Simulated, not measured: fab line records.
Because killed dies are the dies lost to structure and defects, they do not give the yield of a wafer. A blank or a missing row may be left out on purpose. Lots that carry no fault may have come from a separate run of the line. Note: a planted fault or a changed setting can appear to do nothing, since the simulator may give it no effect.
Which of the tools did it? + flow gf180mcu + 24 lots with 72 wafers sampled at 5 steps, on a route of 602 steps

== WHAT THE GAUGES READ, wafer by wafer ==
GF_M5_CD_MEAS_07: the cd target is 280 nm.
| lot  | measured     | on        | cd nm (nm)        |
|------|--------------|-----------|-------------------|
| L074 | day 26 05:24 | cd sem-02 | 279.0 279.0 279.8 |
| L075 | day 26 11:23 | cd sem-01 | 280.7 280.9 281.2 |
| L076 | day 26 23:28 | cd sem-01 | 282.1 281.0 281.9 |
| L077 | day 27 06:22 | cd sem-01 | 282.2 282.5 283.3 |
| L078 | day 27 12:58 | cd sem-01 | 278.9 278.6 279.6 |
| L079 | day 28 05:43 | cd sem-01 | 280.5 279.8 279.8 |
| L080 | day 28 10:28 | cd sem-01 | 280.9 280.7 280.3 |
| L081 | day 28 12:22 | cd sem-01 | 279.2 278.9 278.5 |
| L082 | day 28 22:50 | cd sem-01 | 280.1 279.8 279.2 |
| L083 | day 29 02:33 | cd sem-02 | 280.1 279.2 278.6 |
| L084 | day 29 11:32 | cd sem-01 | 279.9 280.8 280.4 |
| L085 | day 29 15:20 | cd sem-02 | 279.2 279.2 280.1 |
| L086 | day 29 20:45 | cd sem-02 | 280.2 280.5 281.3 |
| L087 | day 30 13:03 | cd sem-02 | 279.8 279.8 279.0 |
| L088 | day 30 14:39 | cd sem-02 | 277.2 278.5 277.4 |
| L089 | day 30 19:57 | cd sem-01 | 280.9 280.1 281.7 |
| L090 | day 30 23:08 | cd sem-01 | 278.9 279.7 280.2 |
| L091 | day 31 10:14 | cd sem-01 | 280.2 280.2 281.2 |
| L092 | day 31 19:48 | cd sem-02 | 279.4 279.4 279.3 |
| L093 | day 32 01:43 | cd sem-02 | 281.0 278.9 280.2 |
| L094 | day 32 08:16 | cd sem-01 | 280.9 282.3 280.7 |
| L095 | day 32 09:59 | cd sem-02 | 279.8 279.6 279.9 |
| L097 | day 32 22:33 | cd sem-02 | 276.8 278.7 277.0 |
| L096 | day 32 23:55 | cd sem-02 | 278.1 280.1 278.5 |

GF_PASSIVATION_THK_MEAS_01.
| lot  | measured     | on            | PASSIVATION_CVD_00_THK (nm) |
|------|--------------|---------------|-----------------------------|
| L074 | day 28 02:16 | film metro-01 | 990 1005 1015               |
| L075 | day 28 07:16 | film metro-04 | 983 993 990                 |
| L076 | day 28 18:31 | film metro-02 | 993 1002 1003               |
| L077 | day 29 01:56 | film metro-04 | 1024 1015 1009              |
| L078 | day 29 08:05 | film metro-01 | 1014 990 1024               |
| L079 | day 30 00:37 | film metro-04 | 1010 1001 1026              |
| L080 | day 30 04:39 | film metro-04 | 1009 1028 1016              |
| L081 | day 30 06:08 | film metro-01 | 993 997 1015                |
| L082 | day 30 15:35 | film metro-01 | 995 1016 986                |
| L083 | day 30 20:41 | film metro-01 | 1007 998 1032               |
| L084 | day 31 04:35 | film metro-02 | 999 1028 1015               |
| L085 | day 31 07:41 | film metro-01 | 967 991 984                 |
| L086 | day 31 13:23 | film metro-01 | 984 1013 1030               |
| L087 | day 32 04:28 | film metro-02 | 987 1028 1011               |
| L088 | day 32 06:22 | film metro-04 | 1003 1012 1010              |
| L089 | day 32 10:16 | film metro-04 | 996 986 1000                |
| L090 | day 32 13:24 | film metro-02 | 1015 1024 1034              |
| L091 | day 32 23:09 | film metro-02 | 992 1013 1021               |
| L092 | day 33 07:31 | film metro-04 | 971 1011 1005               |
| L093 | day 33 13:59 | film metro-04 | 999 990 991                 |
| L094 | day 33 19:56 | film metro-01 | 992 995 1004                |
| L095 | day 33 22:53 | film metro-02 | 1007 992 1032               |
| L097 | day 34 09:06 | film metro-04 | 984 1008 1011               |
| L096 | day 34 11:52 | film metro-04 | 996 1006 1024               |

== WHAT TOOL EACH LOT RAN ON (gives the tool, then ch and the chambers of the sampled wafers, and finally the start) ==
| lot  | GF_V4_SPUTTER_22             | GF_MIM_SPUTTER_04            | GF_MIM_SPUTTER_07            |
|------|------------------------------|------------------------------|------------------------------|
| L074 | pvd sputter-04, day 24 09:52 | pvd sputter-02, day 24 10:41 | pvd sputter-02, day 24 10:49 |
| L075 | pvd sputter-04, day 24 14:26 | pvd sputter-03, day 24 15:14 | pvd sputter-04, day 24 15:22 |
| L076 | pvd sputter-01, day 25 04:56 | pvd sputter-04, day 25 05:45 | pvd sputter-03, day 25 05:53 |
| L077 | pvd sputter-04, day 25 11:48 | pvd sputter-03, day 25 12:37 | pvd sputter-03, day 25 12:44 |
| L078 | pvd sputter-02, day 25 18:53 | pvd sputter-03, day 25 19:42 | pvd sputter-04, day 25 19:50 |
| L079 | pvd sputter-01, day 26 11:32 | pvd sputter-02, day 26 12:20 | pvd sputter-03, day 26 12:28 |
| L080 | pvd sputter-02, day 26 17:31 | pvd sputter-04, day 26 18:20 | pvd sputter-03, day 26 18:28 |
| L081 | pvd sputter-01, day 26 19:48 | pvd sputter-02, day 26 20:37 | pvd sputter-04, day 26 20:45 |
| L082 | pvd sputter-04, day 27 05:10 | pvd sputter-02, day 27 06:10 | pvd sputter-04, day 27 06:17 |
| L083 | pvd sputter-02, day 27 09:44 | pvd sputter-02, day 27 10:32 | pvd sputter-04, day 27 10:40 |
| L084 | pvd sputter-04, day 27 19:14 | pvd sputter-03, day 27 20:10 | pvd sputter-02, day 27 20:18 |
| L085 | pvd sputter-02, day 27 23:52 | pvd sputter-04, day 28 00:41 | pvd sputter-02, day 28 00:49 |
| L086 | pvd sputter-02, day 28 04:58 | pvd sputter-02, day 28 05:51 | pvd sputter-03, day 28 05:59 |
| L087 | pvd sputter-04, day 28 21:26 | pvd sputter-04, day 28 22:15 | pvd sputter-02, day 28 22:26 |
| L088 | pvd sputter-04, day 29 00:29 | pvd sputter-02, day 29 01:17 | pvd sputter-04, day 29 01:25 |
| L089 | pvd sputter-01, day 29 06:16 | pvd sputter-04, day 29 07:05 | pvd sputter-02, day 29 07:13 |
| L090 | pvd sputter-02, day 29 10:16 | pvd sputter-04, day 29 11:10 | pvd sputter-03, day 29 11:17 |
| L091 | pvd sputter-01, day 29 20:22 | pvd sputter-04, day 29 21:11 | pvd sputter-03, day 29 21:19 |
| L092 | pvd sputter-02, day 30 08:18 | pvd sputter-02, day 30 09:07 | pvd sputter-04, day 30 09:16 |
| L093 | pvd sputter-02, day 30 13:56 | pvd sputter-03, day 30 14:44 | pvd sputter-02, day 30 14:52 |
| L094 | pvd sputter-04, day 30 20:11 | pvd sputter-02, day 30 20:59 | pvd sputter-04, day 30 21:07 |
| L095 | pvd sputter-01, day 30 22:31 | pvd sputter-03, day 30 23:20 | pvd sputter-02, day 30 23:28 |
| L097 | pvd sputter-04, day 31 11:46 | pvd sputter-04, day 31 12:36 | pvd sputter-02, day 31 12:44 |
| L096 | pvd sputter-04, day 31 13:04 | pvd sputter-02, day 31 13:53 | pvd sputter-04, day 31 14:01 |
- GF_V4_SPUTTER_22: material TiN, target thk 10 nm, time 40 s.
- GF_MIM_SPUTTER_04: material TiN, target thk 50 nm, time 41.7 s.
- GF_MIM_SPUTTER_07: material TiN, target thk 60 nm, time 50 s.

== WHAT THE TOOLS THEMSELVES READ (means of the sampled wafers that have a number; where no wafer has one, the mark that the record gives instead) ==
GF_V4_SPUTTER_22.
| lot  | tool           | throttle valve pct (%) |
|------|----------------|------------------------|
| L074 | pvd sputter-04 | 30.0                   |
| L075 | pvd sputter-04 | 29.7                   |
| L076 | pvd sputter-01 | 30.6                   |
| L077 | pvd sputter-04 | 29.9                   |
| L078 | pvd sputter-02 | 31.7                   |
| L079 | pvd sputter-01 | 30.3                   |
| L080 | pvd sputter-02 | 30.0                   |
| L081 | pvd sputter-01 | 30.4                   |
| L082 | pvd sputter-04 | 30.3                   |
| L083 | pvd sputter-02 | 30.6                   |
| L084 | pvd sputter-04 | 29.1                   |
| L085 | pvd sputter-02 | 30.2                   |
| L086 | pvd sputter-02 | 31.7                   |
| L087 | pvd sputter-04 | 29.6                   |
| L088 | pvd sputter-04 | 30.2                   |
| L089 | pvd sputter-01 | 30.4                   |
| L090 | pvd sputter-02 | 30.7                   |
| L091 | pvd sputter-01 | 30.5                   |
| L092 | pvd sputter-02 | 31.1                   |
| L093 | pvd sputter-02 | 31.8                   |
| L094 | pvd sputter-04 | 29.6                   |
| L095 | pvd sputter-01 | 30.3                   |
| L097 | pvd sputter-04 | 29.5                   |
| L096 | pvd sputter-04 | 29.7                   |

GF_MIM_SPUTTER_04.
| lot  | tool           | throttle valve pct (%) |
|------|----------------|------------------------|
| L074 | pvd sputter-02 | 29.8                   |
| L075 | pvd sputter-03 | 29.4                   |
| L076 | pvd sputter-04 | 29.8                   |
| L077 | pvd sputter-03 | 29.5                   |
| L078 | pvd sputter-03 | 30.2                   |
| L079 | pvd sputter-02 | 31.5                   |
| L080 | pvd sputter-04 | 29.4                   |
| L081 | pvd sputter-02 | 30.2                   |
| L082 | pvd sputter-02 | 30.8                   |
| L083 | pvd sputter-02 | 30.9                   |
| L084 | pvd sputter-03 | 30.6                   |
| L085 | pvd sputter-04 | 30.2                   |
| L086 | pvd sputter-02 | 31.8                   |
| L087 | pvd sputter-04 | 28.8                   |
| L088 | pvd sputter-02 | 30.9                   |
| L089 | pvd sputter-04 | 28.9                   |
| L090 | pvd sputter-04 | 29.2                   |
| L091 | pvd sputter-04 | 29.7                   |
| L092 | pvd sputter-02 | 30.0                   |
| L093 | pvd sputter-03 | 29.0                   |
| L094 | pvd sputter-02 | 30.2                   |
| L095 | pvd sputter-03 | 29.6                   |
| L097 | pvd sputter-04 | 29.4                   |
| L096 | pvd sputter-02 | 31.8                   |

GF_MIM_SPUTTER_07.
| lot  | tool           | throttle valve pct (%) |
|------|----------------|------------------------|
| L074 | pvd sputter-02 | 31.1                   |
| L075 | pvd sputter-04 | 29.2                   |
| L076 | pvd sputter-03 | 30.0                   |
| L077 | pvd sputter-03 | 29.5                   |
| L078 | pvd sputter-04 | 28.8                   |
| L079 | pvd sputter-03 | 30.2                   |
| L080 | pvd sputter-03 | 28.9                   |
| L081 | pvd sputter-04 | 29.0                   |
| L082 | pvd sputter-04 | 29.8                   |
| L083 | pvd sputter-04 | 29.0                   |
| L084 | pvd sputter-02 | 31.9                   |
| L085 | pvd sputter-02 | 31.6                   |
| L086 | pvd sputter-03 | 29.0                   |
| L087 | pvd sputter-02 | 31.9                   |
| L088 | pvd sputter-04 | 29.9                   |
| L089 | pvd sputter-02 | 30.9                   |
| L090 | pvd sputter-03 | 30.2                   |
| L091 | pvd sputter-03 | 29.4                   |
| L092 | pvd sputter-04 | 29.8                   |
| L093 | pvd sputter-02 | 30.6                   |
| L094 | pvd sputter-04 | 30.0                   |
| L095 | pvd sputter-02 | 31.0                   |
| L097 | pvd sputter-02 | 31.1                   |
| L096 | pvd sputter-04 | 29.5                   |

== THE ANSWER, worked out from the rows above alone ==
Rule: what is usual is taken from the lots themselves. Put in order of their means at a reading, lots are off if they are a third of the lots or fewer, leave a main group of 4 or more, and stand apart from it by a gap of 3 or more times the standard deviation of the main group's means; of several such gaps the widest counts. A main group whose means are all the same, to the digits that the tables above print for the reading, isn't used. Also off: a lot with no number at a reading for which 4 or more lots have one. All remaining lots with rows at the step are treated as sound. Order of review: gauges by route order, followed by the tools' own readings, for which a lot's mean as printed above is used. The first step at which some lot is off is used, and at that step the reading that is off furthest; a lot without a number counts as furthest.
No lot is off on any of the readings shown, so nothing can be concluded from this.

== WHAT THE SIMULATOR HAD INSERTED ==
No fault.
